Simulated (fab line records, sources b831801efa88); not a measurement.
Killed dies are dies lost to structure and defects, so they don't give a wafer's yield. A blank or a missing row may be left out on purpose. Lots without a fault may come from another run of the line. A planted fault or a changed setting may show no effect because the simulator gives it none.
Which tool did it? | flow sky130 | 11 lots, 33 wafers sampled, at 4 steps of a route of 708

WHAT THE GAUGES READ, wafer by wafer
SKY_VIA4_THK_MEAS_01.
lot  | measured     | on            | VIA4_HDPCVD_THK (nm)
L819 | day 42 16:32 | film_metro-01 | 1731 1740 1725
L821 | day 43 08:48 | film_metro-02 | 1750 1754 1754
L822 | day 43 15:19 | film_metro-03 | 1415 1414 1398
L823 | day 44 08:57 | film_metro-01 | 1780 1762 1776
L824 | day 44 12:56 | film_metro-02 | 1387 1412 1377
L834 | day 46 14:22 | film_metro-03 | 1754 1748 1772
L837 | day 47 08:42 | film_metro-03 | 1726 1750 1763
L838 | day 47 13:56 | film_metro-02 | 1743 1748 1763
L839 | day 47 16:38 | film_metro-01 | 1762 1749 1776
L840 | day 47 19:15 | film_metro-02 | 1738 1733 1740
L842 | day 48 14:04 | film_metro-02 | 1721 1745 1740

WHICH TOOL RAN EACH LOT (tool, then ch and the chambers of the sampled wafers, then the start)
lot  | SKY_VIA3_STRIP_16                    | SKY_CAP2M_SPUTTER_02         | SKY_VIA4_HDPCVD_00
L819 | plasma_asher-03 ch 0,1, day 40 12:15 | pvd_sputter-02, day 40 13:45 | hdpcvd-01 ch 0,1,2, day 42 16:22
L821 | plasma_asher-02 ch 1, day 41 04:15   | pvd_sputter-01, day 41 05:44 | hdpcvd-01 ch 0,2, day 43 08:37
L822 | plasma_asher-04 ch 0,1, day 41 10:17 | pvd_sputter-02, day 41 11:52 | hdpcvd-01 ch 0,1,2, day 43 15:07
L823 | plasma_asher-03 ch 0,1, day 42 05:11 | pvd_sputter-02, day 42 06:52 | hdpcvd-02 ch 0,1, day 44 08:46
L824 | plasma_asher-02 ch 0,1, day 42 10:14 | pvd_sputter-02, day 42 11:51 | hdpcvd-01 ch 1,2, day 44 12:46
L834 | plasma_asher-04 ch 0,1, day 44 15:04 | pvd_sputter-02, day 44 16:31 | hdpcvd-02 ch 0,1, day 46 14:10
L837 | plasma_asher-02 ch 0,1, day 45 09:51 | pvd_sputter-04, day 45 11:22 | hdpcvd-01 ch 0,1,2, day 47 08:31
L838 | plasma_asher-03 ch 0,1, day 45 15:32 | pvd_sputter-02, day 45 17:25 | hdpcvd-01 ch 0,1, day 47 13:46
L839 | plasma_asher-04 ch 0,1, day 45 17:59 | pvd_sputter-01, day 45 19:31 | hdpcvd-01 ch 0,1,2, day 47 16:26
L840 | plasma_asher-04 ch 0,1, day 45 22:31 | pvd_sputter-04, day 45 23:58 | hdpcvd-01 ch 0,2, day 47 19:03
L842 | plasma_asher-02 ch 0,1, day 46 17:38 | pvd_sputter-02, day 46 19:08 | hdpcvd-01 ch 0,1,2, day 48 13:52
- SKY_VIA3_STRIP_16: strips in O2/N2.
- SKY_CAP2M_SPUTTER_02: material TiN, target thk 200 nm, time 166.7 s.
- SKY_VIA4_HDPCVD_00: deposits SiO2, target thk 1750 nm, time 291.7 s.

THE ANSWER, worked out from the rows above alone
Rule: what is usual is taken from the lots themselves. Put in order of their means at a reading, lots are off if they are a third of the lots or fewer, leave a main group of 4 or more, and stand apart from it by a gap of 3 or more times the standard deviation of the main group's means; of several such gaps the widest counts. A main group whose means are all the same, to the digits that the tables above print for the reading, isn't used. A lot without any number at a reading at which 4 lots or more have one is off too. The other lots that the step has rows for count as sound.
Off: L822, L824, at SKY_VIA4_THK_MEAS_01 (VIA4_HDPCVD_THK). The main group: mean 1750 nm, standard deviation 13.
A tool fits if, at a process step before that reading, it ran every lot that is off, and no sound lot after the first of them. The gauges at SKY_VIA4_THK_MEAS_01 are tried like those tools. None of those tried fits.

WHAT THE SIMULATOR HAD PUT IN
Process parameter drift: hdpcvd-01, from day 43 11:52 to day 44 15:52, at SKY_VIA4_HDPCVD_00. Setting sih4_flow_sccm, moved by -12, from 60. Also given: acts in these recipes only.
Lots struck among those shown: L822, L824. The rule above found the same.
